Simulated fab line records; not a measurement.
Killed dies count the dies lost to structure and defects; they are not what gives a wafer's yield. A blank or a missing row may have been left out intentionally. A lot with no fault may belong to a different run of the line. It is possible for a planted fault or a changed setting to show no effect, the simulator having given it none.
A lot that was struck, set against a sound lot / flow sfq_line / 13 out of 325 route steps
Sound: these wafers, L673.2, L673.5, L673.6. Struck: wafer L677.6 (L677.3, L677.5, from the same lot, were not struck and are left out); the cause is given at the end.
Per side, at each step with rows, come the tool, then ch with its chambers, and then its first start. Under that, the readings that differ: sound wafers / struck wafers / difference of the means / sigmas: that difference in standard deviations of wafers without a fault.
alike: words and numbers the same on both sides, and readings whose means are apart by under 2 such deviations; not compared: readings that were withheld, readings missing a value for some wafer, numbers with overlapping values and no deviation given by the record, and bounds like >300 which may hide the same value.
A row with sigmas, a row that says differs or no value, or rows on one side alone: a step with any of these is where the two part. When numbers do not overlap yet have no deviation, they are printed without sigmas and do not part them. A reading that every wafer of one side lacks parts them only if that side has two wafers or more.

first, 1 step without rows for these wafers: SFQ_TRILAYER_M0_DEP_PRE_CLEAN_020 (time 15 s).
SFQ_TRILAYER_M0_DEP_SPUTTER_019: material Nb, target thk 200 nm, time 133.3 s.
  struck on pvd_sputter-06, day 6 01:23; sound on pvd_sputter-06, day 5 07:23
  alike: throttle_valve_pct
SFQ_M0_RS_MEAS_904: a four-point-probe measurement.
  struck on film_metro-04, day 6 01:31; sound on film_metro-03, day 5 07:29
  alike: M0_NB_RS
then, 6 steps without rows for these wafers: SFQ_TRILAYER_M0_LITHO_COAT_026 (resist thk 62 nm); SFQ_TRILAYER_M0_LITHO_COAT_021 (resist thk 600 nm); SFQ_TRILAYER_M0_LITHO_SOFTBAKE_025; SFQ_TRILAYER_M0_LITHO_EXPOSE_022 (exposes mask M0, target cd 500 nm); SFQ_TRILAYER_M0_LITHO_PEB_024 (peb time 60 s); SFQ_TRILAYER_M0_LITHO_DEVELOP_023 (time 60 s).
-- the record jumps here: 3 days lie between the struck wafers' starts before and after --
SFQ_M0_OVL_MEAS_906:
  struck on overlay-02, day 9 08:40; sound on overlay-01, day 8 12:28
  alike: M0_OVL
SFQ_TRILAYER_M0_BARC_OPEN_METAL_ETCH_031: etches BARC in O2, target depth 125 nm, time 41.7 s.
  sound on rie_metal-01 ch 0,1, day 8 12:29; struck on rie_metal-01 ch 1, day 9 08:43
  alike: drypump_motor_current_A, oes_product_au, rf_fwd_power_W, run_length_s
  not compared: rf_hours_counter_h
SFQ_TRILAYER_M0_ETCH_METAL_ETCH_024: etches Nb in Cl2/Ar, stops on SiO2, target depth 240 nm, time 120 s.
  sound on rie_metal-01 ch 0,1, day 8 12:33; struck on rie_metal-01 ch 1, day 9 08:47
reading=oes_product_au (a.u.); sound=0.895 0.892 0.891; struck=0.822; difference=-0.071; sigmas=-11
reading=run_length_s (s); sound=148.3 148.4 148.7; struck=166.2; difference=+17.7; sigmas=+24
reading=model.KrF_of_TRILAYER_M0_LITHO_COAT_021.thk_nm (nm); sound=381 380.2 380.7; struck=364.6; difference=-16.0; sigmas=
reading=model.M0.feature_depth_nm (nm); sound=200.7 198.8 200.8; struck=202.7; difference=+2.6; sigmas=
reading=model.SiO2_of_TRILAYER_L0_CAP_PECVD_011.thk_nm (nm); sound=55.18 55.94 56.14; struck=53.21; difference=-2.54; sigmas=
  alike: drypump_motor_current_A, rf_fwd_power_W
  not compared: rf_hours_counter_h
SFQ_TRILAYER_M0_STRIP_STRIP_025: strips in O2.
  sound on rie_metal-01 ch 0,1, day 8 12:41; struck on rie_metal-01 ch 1, day 9 09:05
  alike: drypump_motor_current_A, oes_product_au
  not compared: rf_hours_counter_h

## WHERE THEY PART
At SFQ_TRILAYER_M0_ETCH_METAL_ETCH_024 and nowhere else, as far as this record goes. Later steps at which nothing parts them and some readings are alike: SFQ_TRILAYER_M0_STRIP_STRIP_025.

WHY: what had been put in by the simulator
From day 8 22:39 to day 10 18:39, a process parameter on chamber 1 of rie_metal-01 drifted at SFQ_TRILAYER_M0_ETCH_METAL_ETCH_024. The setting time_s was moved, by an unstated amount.
